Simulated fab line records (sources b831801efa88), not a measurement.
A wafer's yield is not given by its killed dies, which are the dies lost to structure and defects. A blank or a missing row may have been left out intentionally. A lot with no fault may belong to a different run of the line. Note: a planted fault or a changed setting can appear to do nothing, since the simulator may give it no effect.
fab line records	flow sky130
record lots=15	wafers=45	last_day=50
route steps=708 shown LOCAL_INTERCONNECT@401 CONTACT@422 METAL1@434
lots with no fault: from the same line, run without faults
start_h: the number of hours between the record's first day and the start of the first shown wafer of the lot	wait_h: how many hours have passed since the lot's step before this one	" the same as in the row above	L1.1+2: one row covering several wafers at once	- value missing, or start not given	* or withheld: withheld	< > ~ a bound
route shown NAME@n: NAME is a module with steps in the file, n the number in the route of the first one	usual: average and standard deviation across the fault-free wafers	same: alike in all rows	chamber/n: place in a boat	sites: readings site by site	_std_site: standard deviation across them	_edge_site: inner sites' mean taken away from outer sites' mean	radius_mm: how far each site lies from the wafer's centre	mask NAME#n: copy n	behind: the last tool/chamber to shape the wafer	hold: reason for holding the lot/hours on hold/outcome of the hold	device: transistor that didn't switch, given as n, p or np	end of line: at the end of the route, the tests of the same wafers	a step without rows: its recipe alone	killed: at the first sort, the dies lost to defects and structure; wafer yield is something else	map: per-die view of a wafer (x killed, . not killed, _ where there is no die)
set.NAME: the run value of the setting; set.NAME@STEP: its run value at that earlier step	model.NAME: the simulator's own value behind a step, which no gauge read
a sample of lots followed through the steps of the route, with each step as a table and each wafer as a row
services: from which hour (start_h, from the record's first day; less than 0 if before it) a tool's chamber was out of use, for how many hours, and why
## steps
# step SKY_LOCAL_INTERCONNECT_METAL_ETCH_14
# recipe target_depth_nm=110	stop_on=PSG	chemistry=Cl2/BCl3	target=TiN	resist_sidewall_deg=88	pressure_mtorr=10	icp_w=900	bias_w=48.5	Cl2_flow_sccm=60	bcl3_flow_sccm=30	time_s=31.4
# usual drypump_motor_current_A=5.44/0.29	oes_product_au=0.943/0.0092	rf_fwd_power_W=889/4.5	throttle_valve_pct=21.901/0.01
lot.wafer	tool	chamber	start_h	wait_h	drypump_motor_current_A	oes_product_au	rf_fwd_power_W	rf_hours_counter_h	throttle_valve_pct
L416.1	rie_metal-03	1	706.83	0.0	5.81	0.942	890	12	21.901
L416.3	"	1	"	"	5.81	0.950	896	-	21.906
L416.4	"	0	"	"	5.56	0.944	895	-	21.887
L417.1	rie_metal-03	1	715.58	0.0	5.80	0.952	889	12	21.883
L417.5	"	1	"	"	5.85	0.944	886	-	21.900
L417.6	"	0	"	"	5.55	0.950	894	-	21.896
L418.1	rie_metal-03	0	724.23	0.0	5.55	0.935	896	6	21.901
L418.3	"	1	"	"	5.80	0.931	890	-	21.923
L418.5	"	1	"	"	5.81	0.934	888	-	21.911
L420.2	rie_metal-04	0	746.08	0.0	5.36	0.931	876	9	21.913
L420.5	"	0	"	"	5.37	0.933	882	-	21.920
L420.6	"	1	"	"	5.30	0.949	890	-	21.892
L424.3	rie_metal-01	0	772.23	0.0	5.62	0.957	881	-	21.894
L424.5	"	0	"	"	5.66	0.948	885	-	21.891
L424.6	"	1	"	"	4.86	0.952	886	-	21.893
L426.4	rie_metal-04	1	785.53	0.0	5.30	0.936	888	-	21.904
L426.5	"	1	"	"	5.29	0.944	887	-	21.917
L426.6	"	0	"	"	5.36	0.938	880	-	21.897
L428.1	rie_metal-03	0	796.63	0.0	5.57	0.931	892	8	21.890
L428.2	"	1	"	"	5.75	0.940	887	14	21.903
L428.3	"	0	"	"	5.57	0.947	891	-	21.896
L429.1	rie_metal-01	1	840.38	0.0	4.87	0.925	889	5	21.909
L429.3	"	1	"	"	4.85	0.938	887	-	21.912
L429.6	"	1	"	"	4.87	0.935	886	-	21.919
L433.1	rie_metal-01	0	842.46	0.0	5.62	0.949	892	11	21.892
L433.2	"	1	"	"	4.85	0.948	888	5	21.905
L433.4	"	1	"	"	4.86	0.955	886	-	21.903
L434.3	rie_metal-03	0	845.35	0.0	5.57	0.929	895	-	21.910
L434.4	"	1	"	"	5.82	0.929	892	-	21.893
L434.5	"	0	"	"	5.56	0.933	892	-	21.895
L435.1	rie_metal-04	0	849.85	0.0	5.36	0.947	885	13	21.903
L435.5	"	0	"	"	5.37	0.944	882	-	21.896
L435.6	"	1	"	"	5.29	0.943	892	-	21.896
L436.3	rie_metal-04	1	855.90	0.0	5.30	0.940	890	-	21.907
L436.5	"	1	"	"	5.33	0.934	889	-	21.908
L436.6	"	0	"	"	5.35	0.945	882	-	21.897
L437.2	rie_metal-04	1	869.76	0.0	5.31	0.944	889	7	21.898
L437.4	"	1	"	"	5.28	0.949	894	-	21.891
L437.5	"	1	"	"	5.29	0.960	890	-	21.912
L438.4	rie_metal-03	0	876.29	0.1	5.57	0.957	894	-	21.888
L438.5	"	0	"	"	5.57	0.952	896	-	21.889
L438.6	"	0	"	"	5.58	0.944	895	-	21.907
L439.1	rie_metal-01	1	885.73	0.0	4.86	0.944	886	7	21.885
L439.5	"	0	"	"	5.62	0.943	889	-	21.918
L439.6	"	1	"	"	4.86	0.954	891	-	21.896
# step SKY_CONTACT_ETCH_16
# recipe chemistry=N2/H2	target=BARC	ion_energy_ev=200	source_w=500	bias_w=100	pressure_mtorr=30	n2_flow_sccm=100	h2_flow_sccm=200	stop_on=SiO2	time_s=45.9	target_depth_a=600
# usual drypump_motor_current_A=5.8/0.46	oes_product_au=0.855/0.005	rf_fwd_power_W=493.9/2	throttle_valve_pct=13.225/0.0089
lot.wafer	tool	chamber	start_h	wait_h	drypump_motor_current_A	oes_product_au	rf_fwd_power_W	rf_hours_counter_h	throttle_valve_pct
L416.1	rie_diel-04	3	736.32	0.0	6.1	0.858	491.3	17	13.217
L416.3	"	2	"	"	5.2	0.857	491.9	32	13.235
L416.4	"	1	"	"	5.8	0.869	495.6	4	13.208
L417.1	rie_diel-03	0	744.95	0.0	5.1	0.859	493.0	38	13.230
L417.5	"	0	"	"	5.1	0.851	495.2	-	13.216
L417.6	"	1	"	"	6.1	0.845	496.9	-	13.221
L418.1	rie_diel-02	1	752.82	0.0	5.8	0.862	493.4	15	13.226
L418.3	"	3	"	"	6.2	0.859	495.5	5	13.212
L418.5	"	3	"	"	6.2	0.862	494.8	-	13.219
L420.2	rie_diel-03	2	775.40	0.0	6.1	0.860	493.6	0	13.232
L420.5	"	1	"	"	6.1	0.866	497.8	-	13.212
L420.6	"	2	"	"	6.1	0.853	493.7	-	13.239
L424.3	rie_diel-03	1	800.76	0.0	6.1	0.857	572.3	12	13.221
L424.5	"	0	"	"	5.1	0.861	491.9	-	13.231
L424.6	"	2	"	"	6.2	0.854	497.2	-	13.224
L426.4	rie_diel-03	1	812.89	0.0	6.1	0.859	573.7	-	13.220
L426.5	"	2	"	"	6.2	0.861	493.0	-	13.222
L426.6	"	0	"	"	5.1	0.859	494.6	-	13.225
L428.1	rie_diel-03	1	824.62	0.0	6.1	0.860	572.9	13	13.215
L428.2	"	2	"	"	6.1	0.856	493.7	3	13.233
L428.3	"	3	"	"	6.1	0.852	495.6	0	13.215
L429.1	rie_diel-02	3	868.30	0.0	6.2	0.852	492.4	9	13.226
L429.3	"	2	"	"	5.1	0.845	495.9	7	13.239
L429.6	"	2	"	"	5.1	0.855	498.5	-	13.213
L433.1	rie_diel-04	0	869.52	0.0	6.0	0.845	492.3	6	13.228
L433.2	"	1	"	"	5.8	0.853	497.7	6	13.217
L433.4	"	3	"	"	6.1	0.851	494.3	19	13.219
L434.3	rie_diel-02	2	872.25	0.0	5.1	0.851	496.3	8	13.248
L434.4	"	1	"	"	5.8	0.857	493.6	19	13.222
L434.5	"	1	"	"	5.8	0.854	494.7	-	13.222
L435.1	rie_diel-04	1	877.12	0.0	5.7	0.848	497.3	7	13.236
L435.5	"	0	"	"	6.0	0.844	490.9	-	13.219
L435.6	"	3	"	"	6.1	0.852	491.1	-	13.223
L436.3	rie_diel-04	3	882.85	0.0	6.1	0.856	495.1	19	13.219
L436.5	"	3	"	"	6.1	0.861	495.1	-	13.224
L436.6	"	0	"	"	6.0	0.864	491.3	-	13.232
L437.2	rie_diel-03	0	897.17	0.0	5.1	0.855	493.4	2	13.227
L437.4	"	3	"	"	6.1	0.867	495.7	3	13.239
L437.5	"	0	"	"	5.1	0.855	492.2	-	13.221
L438.4	rie_diel-03	3	903.67	0.1	6.1	0.852	498.6	3	13.233
L438.5	"	3	"	"	6.1	0.854	495.7	-	13.226
L438.6	"	0	"	"	5.1	0.848	492.4	-	13.227
L439.1	rie_diel-03	1	912.55	0.0	6.1	0.865	495.5	17	13.229
L439.5	"	2	"	"	6.2	0.857	495.0	-	13.219
L439.6	"	3	"	"	6.1	0.859	494.3	-	13.228
# step SKY_CONTACT_RS_MEAS_25
# recipe thk_meas_gauge=four-point-probe	reads=W_of_CONTACT_CVD_24+TiN_of_CONTACT_SPUTTER_23
# usual CONTACT_W_RS=0.336/0.0045
lot.wafer	tool	chamber	start_h	wait_h	CONTACT_W_RS[ohm/sq]
L416.1	film_metro-01	-	737.22	0.1	0.335
L416.3	"	-	"	"	0.337
L416.4	"	-	"	"	0.337
L417.1	film_metro-01	-	745.84	0.1	0.336
L417.5	"	-	"	"	0.338
L417.6	"	-	"	"	0.339
L418.1	film_metro-02	-	753.72	0.1	0.337
L418.3	"	-	"	"	0.334
L418.5	"	-	"	"	0.335
L420.2	film_metro-02	-	776.32	0.1	0.339
L420.5	"	-	"	"	0.341
L420.6	"	-	"	"	0.335
L424.3	film_metro-02	-	801.70	0.1	0.342
L424.5	"	-	"	"	0.339
L424.6	"	-	"	"	0.341
L426.4	film_metro-02	-	813.86	0.1	0.340
L426.5	"	-	"	"	0.335
L426.6	"	-	"	"	0.338
L428.1	film_metro-04	-	825.57	0.1	0.340
L428.2	"	-	"	"	0.339
L428.3	"	-	"	"	0.337
L429.1	film_metro-01	-	869.20	0.1	0.332
L429.3	"	-	"	"	0.331
L429.6	"	-	"	"	0.337
L433.1	film_metro-02	-	870.42	0.1	0.333
L433.2	"	-	"	"	0.341
L433.4	"	-	"	"	0.338
L434.3	film_metro-02	-	873.19	0.1	0.328
L434.4	"	-	"	"	0.336
L434.5	"	-	"	"	0.338
L435.1	film_metro-04	-	878.05	0.1	0.336
L435.5	"	-	"	"	0.329
L435.6	"	-	"	"	0.337
L436.3	film_metro-02	-	883.83	0.1	0.334
L436.5	"	-	"	"	0.335
L436.6	"	-	"	"	0.328
L437.2	film_metro-01	-	898.08	0.1	0.329
L437.4	"	-	"	"	0.331
L437.5	"	-	"	"	0.330
L438.4	film_metro-01	-	904.62	0.1	0.343
L438.5	"	-	"	"	0.340
L438.6	"	-	"	"	0.347
L439.1	film_metro-04	-	913.45	0.1	0.346
L439.5	"	-	"	"	0.342
L439.6	"	-	"	"	0.339
# step SKY_METAL1_SPUTTER_00
# recipe material=Ti	target_thk_nm=15	power_w=3000	time_s=10	chamber_pressure_pa=0.4
# usual throttle_valve_pct=29.6/0.66
lot.wafer	tool	chamber	start_h	wait_h	throttle_valve_pct
L416.1	pvd_sputter-03	-	737.70	0.1	28.9
L416.3	"	-	"	"	29.5
L416.4	"	-	"	"	28.9
L417.1	pvd_sputter-04	-	746.32	0.2	29.5
L417.5	"	-	"	"	30.2
L417.6	"	-	"	"	29.6
L418.1	pvd_sputter-04	-	754.20	0.2	30.2
L418.3	"	-	"	"	29.4
L418.5	"	-	"	"	29.3
L420.2	pvd_sputter-04	-	776.78	0.1	30.1
L420.5	"	-	"	"	29.3
L420.6	"	-	"	"	30.2
L424.3	pvd_sputter-04	-	802.14	0.2	30.6
L424.5	"	-	"	"	29.0
L424.6	"	-	"	"	29.4
L426.4	pvd_sputter-04	-	814.36	0.2	29.4
L426.5	"	-	"	"	28.9
L426.6	"	-	"	"	29.1
L428.1	pvd_sputter-04	-	826.05	0.2	29.1
L428.2	"	-	"	"	29.5
L428.3	"	-	"	"	29.5
L429.1	pvd_sputter-04	-	869.68	0.2	30.1
L429.3	"	-	"	"	29.4
L429.6	"	-	"	"	29.0
L433.1	pvd_sputter-03	-	870.90	0.1	29.2
L433.2	"	-	"	"	28.7
L433.4	"	-	"	"	29.8
L434.3	pvd_sputter-03	-	873.63	0.1	29.9
L434.4	"	-	"	"	28.9
L434.5	"	-	"	"	29.1
L435.1	pvd_sputter-02	-	878.53	0.1	30.5
L435.5	"	-	"	"	30.3
L435.6	"	-	"	"	29.3
L436.3	pvd_sputter-04	-	884.27	0.1	29.4
L436.5	"	-	"	"	29.2
L436.6	"	-	"	"	28.9
L437.2	pvd_sputter-02	-	898.54	0.1	30.2
L437.4	"	-	"	"	30.9
L437.5	"	-	"	"	31.1
L438.4	pvd_sputter-02	-	905.16	0.1	30.2
L438.5	"	-	"	"	29.5
L438.6	"	-	"	"	30.8
L439.1	pvd_sputter-02	-	913.93	0.1	30.3
L439.5	"	-	"	"	30.8
L439.6	"	-	"	"	30.2
## services
tool	chamber	start_h	hours	kind
rie_diel-04	-	694.05	4.3	pm
rie_metal-01	-	705.46	1.4	pm
rie_diel-04	-	735.83	0.3	repair
rie_diel-03	2	740.18	-	clean
rie_diel-03	2	740.18	21.0	scheduled_down
rie_diel-02	-	740.64	1.9	repair
rie_metal-04	-	747.25	2.8	pm
rie_diel-04	-	753.35	69.9	repair
rie_diel-04	3	757.72	4.4	repair
rie_metal-01	-	789.26	0.3	repair
rie_diel-02	2	807.58	5.8	repair
rie_metal-04	0	809.76	3.8	repair
pvd_sputter-03	-	818.83	13.6	repair
rie_diel-03	0	835.04	3.9	repair
rie_diel-02	3	838.46	15.9	repair
pvd_sputter-03	-	843.01	26.9	repair
rie_metal-01	-	854.82	0.6	repair
pvd_sputter-03	-	857.44	0.9	repair
rie_diel-02	1	864.14	7.5	repair
pvd_sputter-02	-	866.69	0.6	repair
rie_metal-04	0	885.86	4.2	repair
rie_diel-04	-	890.97	15.6	pm
rie_diel-02	-	900.36	15.6	pm
pvd_sputter-04	-	910.02	4.1	repair
## key
first_sign step=SKY_CONTACT_ETCH_16	reading=rf_fwd_power_W	direction=up	sigmas=40	usual=493.9	struck=572.9
effect none on later readings
met_at SKY_CONTACT_ETCH_16
struck_lots L424,L426,L428
struck_wafers L424.3,L426.4,L428.1
sort_left_out L428.1
tester_left_out L424,L426,L428
not_acting_at SKY_LOCAL_INTERCONNECT_METAL_ETCH_14,SKY_CONTACT_RS_MEAS_25,SKY_METAL1_SPUTTER_00
onset_between 775.40 800.76
fault kind=process_parameter_drift	tool=rie_diel-03	chamber=1	onset_h=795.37	steps=SKY_CONTACT_ETCH_16	channel=source_w	offset=80	shape=step	end_h=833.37	acts_in=these_recipes_only	stated=500
# tester_left_out: of these lots the tester's yield and bins aren't shown, on N5 and GAA mostly nor the transistor test; their killed dies are dies lost to structure and defects alone, not to doping, threshold or leakage, so they don't give the yield
# sort_left_out: the simulated sort isn't trusted on such a fault, so these wafers' sort isn't shown, and their yield isn't known
